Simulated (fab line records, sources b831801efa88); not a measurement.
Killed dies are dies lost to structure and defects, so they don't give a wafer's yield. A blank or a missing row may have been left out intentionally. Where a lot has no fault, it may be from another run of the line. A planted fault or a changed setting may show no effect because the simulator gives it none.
fab line records	flow sky130
record lots=11	wafers=33	lastDay=50
route steps=708 shown VIA3@574 METAL4@602 CAP2M@603 PAD_OPEN@708
lots with no fault: from the same line, run without faults
startH: start of the lot's first displayed wafer, in hours after the record's first day	waitH: hours since the lot's step before	" identical to the entry in the row above	L1.1+2: a single row standing in for several wafers	- either no value or no given start	* or withheld: withheld	< > ~ a bound
route shown NAME@n: names a module that has steps shown in the file, with the first one's number in the route	usual: mean/standard deviation taken from wafers without a fault	same: alike in all rows	chamber/n: place in a boat	sites: readings site by site	_std_site: standard deviation of those values	_edge_site: inner sites' mean taken away from outer sites' mean	radiusMm: how far each site lies from the wafer's centre	mask NAME#n: copy n	behind: the tool/chamber that last shaped the wafer	hold: reason for holding the lot/hours on hold/outcome of the hold	device: transistor that didn't switch, given as n, p or np	end of line: the same wafers' tests at the end of the route	a step with no rows: only its recipe	killed: at the first sort, the dies lost to defects and structure; wafer yield is something else	map: a wafer's dies, x killed, . not, _ none there
set.NAME: the setting as run; set.NAME@STEP: as run at that earlier step	model.NAME: the simulator's own value behind a step, which no gauge read
a sample of lots followed through the steps of the route, with each step as a table and each wafer as a row
services: a tool's chamber out of use, with start hour (startH, from the record's first day; less than 0 if before it), hours out, and reason
## steps
# step SKY_VIA3_THK_MEAS_01
# recipe reads=SiO2_of_VIA3_HDPCVD_00
# usual VIA3_HDPCVD_THK=1635/18
lot.wafer	tool	chamber	startH	waitH	VIA3_HDPCVD_THK[nm]
L296.2	filmMetro-02	-	916.28	0.1	1680
L296.4	"	-	"	"	1623
L296.6	"	-	"	"	1644
L299.2	filmMetro-01	-	940.13	0.1	1639
L299.3	"	-	"	"	1616
L299.5	"	-	"	"	1631
L302.1	filmMetro-03	-	947.89	0.1	1626
L302.4	"	-	"	"	1630
L302.6	"	-	"	"	1627
L301.2	filmMetro-01	-	948.77	0.1	1643
L301.3	"	-	"	"	1651
L301.5	"	-	"	"	1665
L307.1	filmMetro-01	-	980.91	0.1	1647
L307.4	"	-	"	"	1636
L307.5	"	-	"	"	1662
L309.1	filmMetro-03	-	987.51	0.1	1628
L309.2	"	-	"	"	1636
L309.4	"	-	"	"	1653
L308.4	filmMetro-02	-	989.89	0.0	1606
L308.5	"	-	"	"	1646
L308.6	"	-	"	"	1598
L314.1	filmMetro-01	-	1028.39	0.1	1651
L314.2	"	-	"	"	1643
L314.4	"	-	"	"	1632
L316.1	filmMetro-01	-	1036.24	0.1	1643
L316.4	"	-	"	"	1644
L316.5	"	-	"	"	1635
L317.1	filmMetro-01	-	1048.72	0.1	1624
L317.5	"	-	"	"	1649
L317.6	"	-	"	"	1634
L319.1	filmMetro-03	-	1054.49	0.1	1639
L319.4	"	-	"	"	1632
L319.6	"	-	"	"	1613
# step SKY_VIA3_OVL_MEAS_13
# usual VIA3_OVL=3/4.8
lot.wafer	tool	chamber	startH	waitH	VIA3_OVL[nm]
L296.2	overlay-02	-	940.98	0.1	3
L296.4	"	-	"	"	2
L296.6	"	-	"	"	8
L299.2	overlay-02	-	964.40	0.1	9
L299.3	"	-	"	"	-13
L299.5	"	-	"	"	-3
L302.1	overlay-02	-	972.10	0.1	-3
L302.4	"	-	"	"	8
L302.6	"	-	"	"	8
L301.2	overlay-02	-	973.23	0.1	8
L301.3	"	-	"	"	12
L301.5	"	-	"	"	6
L307.1	overlay-01	-	1004.42	0.1	2
L307.4	"	-	"	"	1
L307.5	"	-	"	"	-2
L309.1	overlay-02	-	1011.32	0.1	4
L309.2	"	-	"	"	5
L309.4	"	-	"	"	3
L308.4	overlay-02	-	1013.41	0.1	6
L308.5	"	-	"	"	13
L308.6	"	-	"	"	4
L314.1	overlay-01	-	1051.37	0.1	9
L314.2	"	-	"	"	3
L314.4	"	-	"	"	7
L316.1	overlay-02	-	1058.50	0.1	-9
L316.4	"	-	"	"	0
L316.5	"	-	"	"	-4
L317.1	overlay-01	-	1070.45	0.1	5
L317.5	"	-	"	"	2
L317.6	"	-	"	"	0
L319.1	overlay-01	-	1076.72	0.1	5
L319.4	"	-	"	"	5
L319.6	"	-	"	"	2
# step SKY_METAL4_SPUTTER_04
# recipe material=TiN	targetThkNm=70	powerW=6500	timeS=58.3	chamberPressurePa=0.4
# usual throttleValvePct=29.5/1.1
lot.wafer	tool	chamber	startH	waitH	throttleValvePct
L296.2	pvdSputter-02	-	942.48	0.0	29.0
L296.4	"	-	"	"	30.5
L296.6	"	-	"	"	30.4
L299.2	pvdSputter-03	-	965.89	0.0	29.5
L299.3	"	-	"	"	30.3
L299.5	"	-	"	"	28.7
L302.1	pvdSputter-03	-	973.59	0.0	29.6
L302.4	"	-	"	"	27.0
L302.6	"	-	"	"	29.8
L301.2	pvdSputter-03	-	974.72	0.0	30.2
L301.3	"	-	"	"	28.4
L301.5	"	-	"	"	30.3
L307.1	pvdSputter-04	-	1006.06	0.0	30.2
L307.4	"	-	"	"	30.1
L307.5	"	-	"	"	28.1
L309.1	pvdSputter-02	-	1012.84	0.0	29.2
L309.2	"	-	"	"	30.3
L309.4	"	-	"	"	30.4
L308.4	pvdSputter-04	-	1015.04	0.0	30.1
L308.5	"	-	"	"	28.1
L308.6	"	-	"	"	31.0
L314.1	pvdSputter-02	-	1052.87	0.0	30.3
L314.2	"	-	"	"	29.2
L314.4	"	-	"	"	30.4
L316.1	pvdSputter-02	-	1060.01	0.0	29.8
L316.4	"	-	"	"	30.3
L316.5	"	-	"	"	30.3
L317.1	pvdSputter-04	-	1071.95	0.0	28.3
L317.5	"	-	"	"	31.0
L317.6	"	-	"	"	28.1
L319.1	pvdSputter-04	-	1078.22	0.0	31.1
L319.4	"	-	"	"	28.3
L319.6	"	-	"	"	30.8
# step SKY_CAP2M_CVD_00
# recipe material=SiO2	targetThkNm=15.5	tempC=400	timeS=withheld	rfW=450
# usual heaterPowerW=683/69	rfFwdPowerW=440.2/1.8
lot.wafer	tool	chamber	startH	waitH	heaterPowerW	rfFwdPowerW
L296.2	pecvd-04	1	942.53	0.0	726	439.5
L296.4	"	0	"	"	708	436.7
L296.6	"	1	"	"	718	440.4
L299.2	pecvd-02	2	965.94	0.0	769	441.6
L299.3	"	1	"	"	657	440.8
L299.5	"	1	"	"	666	439.5
L302.1	pecvd-04	1	973.64	0.0	754	440.6
L302.4	"	0	"	"	621	439.0
L302.6	"	1	"	"	736	439.5
L301.2	pecvd-01	2	974.77	0.0	652	442.6
L301.3	"	0	"	"	519	445.3
L301.5	"	2	"	"	634	443.1
L307.1	pecvd-04	2	1006.11	0.0	588	439.4
L307.4	"	0	"	"	659	367.5
L307.5	"	2	"	"	607	437.6
L309.1	pecvd-04	0	1012.89	0.0	749	365.2
L309.2	"	2	"	"	670	438.0
L309.4	"	2	"	"	659	438.9
L308.4	pecvd-04	0	1015.08	0.0	656	368.6
L308.5	"	2	"	"	657	437.5
L308.6	"	0	"	"	649	366.7
L314.1	pecvd-02	1	1052.92	0.0	589	439.3
L314.2	"	0	"	"	781	442.8
L314.4	"	2	"	"	693	441.0
L316.1	pecvd-02	0	1060.06	0.0	777	442.4
L316.4	"	2	"	"	681	438.8
L316.5	"	1	"	"	697	435.7
L317.1	pecvd-02	0	1071.99	0.0	738	441.0
L317.5	"	1	"	"	694	438.9
L317.6	"	2	"	"	780	442.9
L319.1	pecvd-01	2	1078.27	0.0	740	442.2
L319.4	"	0	"	"	556	442.6
L319.6	"	2	"	"	719	444.4
# step SKY_CAP2M_THK_MEAS_01
# recipe reads=SiO2_of_CAP2M_CVD_00
# usual CAP2M_CVD_00_THK=15.55/0.27
lot.wafer	tool	chamber	startH	waitH	CAP2M_CVD_00_THK[nm]
L296.2	filmMetro-01	-	942.56	-	15.32
L296.4	"	-	"	"	15.03
L296.6	"	-	"	"	15.57
L299.2	filmMetro-03	-	965.98	-	15.26
L299.3	"	-	"	"	15.14
L299.5	"	-	"	"	15.51
L302.1	filmMetro-03	-	973.67	-	15.60
L302.4	"	-	"	"	15.60
L302.6	"	-	"	"	15.92
L301.2	filmMetro-01	-	974.80	-	15.44
L301.3	"	-	"	"	14.98
L301.5	"	-	"	"	15.92
L307.1	filmMetro-01	-	1006.14	-	15.45
L307.4	"	-	"	"	14.54
L307.5	"	-	"	"	15.58
L309.1	filmMetro-04	-	1012.92	-	14.32
L309.2	"	-	"	"	15.59
L309.4	"	-	"	"	15.78
L308.4	filmMetro-03	-	1015.13	-	14.74
L308.5	"	-	"	"	15.39
L308.6	"	-	"	"	14.41
L314.1	filmMetro-04	-	1052.94	-	15.53
L314.2	"	-	"	"	15.42
L314.4	"	-	"	"	15.78
L316.1	filmMetro-01	-	1060.08	-	15.53
L316.4	"	-	"	"	16.08
L316.5	"	-	"	"	15.76
L317.1	filmMetro-04	-	1072.02	-	15.34
L317.5	"	-	"	"	16.07
L317.6	"	-	"	"	16.01
L319.1	filmMetro-03	-	1078.29	-	15.63
L319.4	"	-	"	"	15.75
L319.6	"	-	"	"	15.97
# step SKY_METAL4_ETCH_17
# recipe target=SiO2	stopOn=TiN	chemistry=C4F8/O2/Ar	sourceW=1500	biasW=1200	pressureMtorr=40	c4f8FlowSccm=withheld	O2_flow_sccm=6	Ar_flow_sccm=300	timeS=3.9	targetDepthA=150
# usual oesProductAu=0.755/0.0077
lot.wafer	tool	chamber	startH	waitH	oesProductAu	rfHoursCounterH
L296.2	rieDiel-03	1	990.31	0.1	0.747	17
L296.4	"	0	"	"	0.746	3
L296.6	"	0	"	"	0.766	-
L299.2	rieDiel-04	0	1013.54	0.1	0.748	9
L299.3	"	3	"	"	0.748	4
L299.5	"	0	"	"	0.752	-
L302.1	rieDiel-04	2	1021.11	0.1	0.756	7
L302.4	"	3	"	"	0.763	4
L302.6	"	2	"	"	0.768	-
L301.2	rieDiel-04	2	1022.54	0.1	0.755	7
L301.3	"	1	"	"	0.741	15
L301.5	"	2	"	"	0.765	-
L307.1	rieDiel-04	0	1051.10	0.2	0.752	10
L307.4	"	3	"	"	0.731	5
L307.5	"	2	"	"	0.755	-
L309.1	rieDiel-02	2	1058.32	0.1	0.728	23
L309.2	"	0	"	"	0.764	16
L309.4	"	1	"	"	0.760	8
L308.4	rieDiel-04	1	1060.82	0.0	0.734	16
L308.5	"	1	"	"	0.757	-
L308.6	"	2	"	"	0.726	-
L314.1	rieDiel-03	0	1095.64	0.1	0.751	6
L314.2	"	3	"	"	0.748	17
L314.4	"	1	"	"	0.760	21
L316.1	rieDiel-04	1	1102.46	0.1	0.751	17
L316.4	"	3	"	"	0.780	6
L316.5	"	2	"	"	0.763	-
L317.1	rieDiel-02	2	1115.02	0.1	0.758	26
L317.5	"	3	"	"	0.761	-
L317.6	"	2	"	"	0.767	-
L319.1	rieDiel-02	1	1118.62	0.1	0.746	10
L319.4	"	2	"	"	0.763	-
L319.6	"	1	"	"	0.761	-
# step SKY_PAD_OPEN_PROBE_99
# usual defectLimitedYield=82.4/1.9	killed_at_M0_to_M3=43/6.5	killed_at_M4_up=3.3/2	killedAtContacts=24/5.2	killedAtFrontEnd=16/4.2	killedAtOther=0.3/0.6	killedDies=87/9.3	killedOpen=47/7.8	killedShort=39/6.2	sort_bin_3_pad_short=0.9/0.42	sort_bin_5_function=10.5/1.4	sort_bin_6_memory=6.3/0.97	sortNPass=405/9.3	sortYieldPct=82.4/1.9
# same grossDies=492	killedAtBackSide=0	sort_bin_4_leakage[%]=0	sort_bin_8_speed[%]=0
lot.wafer	tool	chamber	startH	waitH	defectLimitedYield[%]	killed_at_M0_to_M3	killed_at_M4_up	killedAtContacts	killedAtFrontEnd	killedAtOther	killedDies	killedOpen	killedShort	sort_bin_3_pad_short[%]	sort_bin_5_function[%]	sort_bin_6_memory[%]	sortNPass	sortYieldPct[%]
L314.1	prober-01	-	1177.87	0.1	80.9	44	4	28	18	0	94	42	52	1.2	11.4	6.5	398	80.9
L314.2	prober-01	-	1177.92	0.1	84.6	38	2	20	16	0	76	35	41	0.6	10.2	4.7	416	84.6
L314.4	prober-01	-	1178.02	0.2	84.3	34	3	20	20	0	77	31	46	0.4	9.3	5.9	415	84.3
# killed by level:class
L314.1 CONTACT:geometricParticle:open=11 VIA1:geometricParticle:open=11 VIA1:geometricParticle:short=7 METAL1:geometricParticle:short=6 LI_CONTACT:geometricParticle:open=5 METAL2:geometricParticle:short=5 LI_CONTACT:geometricParticle:short=4 CONTACT:geometricParticle:short=4
L314.2 VIA1:geometricParticle:open=11 VIA1:geometricParticle:short=7 CONTACT:geometricParticle:open=6 POLY_GATE:geometricParticle:short=5 CONTACT:geometricParticle:short=5 FIELD_ISO:geometricParticle:short=4 LI_CONTACT:geometricParticle:open=4 METAL1:geometricParticle:short=4
L314.4 VIA1:geometricParticle:short=9 CONTACT:geometricParticle:open=6 FIELD_ISO:geometricParticle:short=5 POLY_GATE:geometricParticle:short=5 LI_CONTACT:geometricParticle:open=4 LOCAL_INTERCONNECT:geometricParticle:short=4 METAL1:geometricParticle:short=4 VIA1:geometricParticle:open=4
## services
tool	chamber	startH	hours	kind
rieDiel-04	0	918.66	4.2	repair
pecvd-02	-	918.75	0.7	repair
rieDiel-02	3	921.14	5.9	repair
rieDiel-03	0	931.61	8.1	repair
pvdSputter-02	-	949.04	2.1	repair
pecvd-04	-	952.63	5.5	pm
pvdSputter-02	-	953.54	2.9	repair
rieDiel-03	3	954.56	5.5	repair
rieDiel-04	3	955.44	4.6	repair
pecvd-04	2	970.32	2.1	scheduledDown
rieDiel-03	1	971.70	4.8	repair
rieDiel-04	2	990.42	23.4	repair
pecvd-02	-	994.19	0.3	repair
pvdSputter-03	-	1011.69	15.9	repair
pecvd-02	0	1036.30	5.3	repair
rieDiel-02	1	1048.36	4.8	repair
rieDiel-04	0	1086.46	7.4	repair
pecvd-02	0	1092.50	4.0	repair
pvdSputter-02	-	1101.51	16.3	repair
rieDiel-02	1	1109.19	2.1	repair
rieDiel-04	1	1114.12	72.2	repair
pecvd-01	1	1114.30	3.1	repair
rieDiel-02	0	1115.84	33.2	repair
pecvd-02	-	1118.53	2.2	repair
## key
firstSign step=SKY_CAP2M_CVD_00	reading=rfFwdPowerW	direction=down	sigmas=41	usual=440.2	struck=367.0
effect step=SKY_CAP2M_THK_MEAS_01	reading=CAP2M_CVD_00_THK	direction=down	sigmas=3.9	usual=15.55	struck=14.50
effect step=SKY_METAL4_ETCH_17	reading=oesProductAu	direction=down	sigmas=3.3	usual=0.755	struck=0.730
metAt SKY_CAP2M_CVD_00
struckLots L307,L308,L309
struckWafers L307.4,L308.4,L308.6,L309.1
notActingAt SKY_VIA3_THK_MEAS_01,SKY_VIA3_OVL_MEAS_13,SKY_METAL4_SPUTTER_04
onsetBetween 973.64 1006.11
fault kind=processParameterDrift	tool=pecvd-04	chamber=0	onsetH=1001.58	steps=SKY_CAP2M_CVD_00	channel=rfW	offset=-72	shape=step	endH=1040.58	actsIn=theseRecipesOnly	stated=450
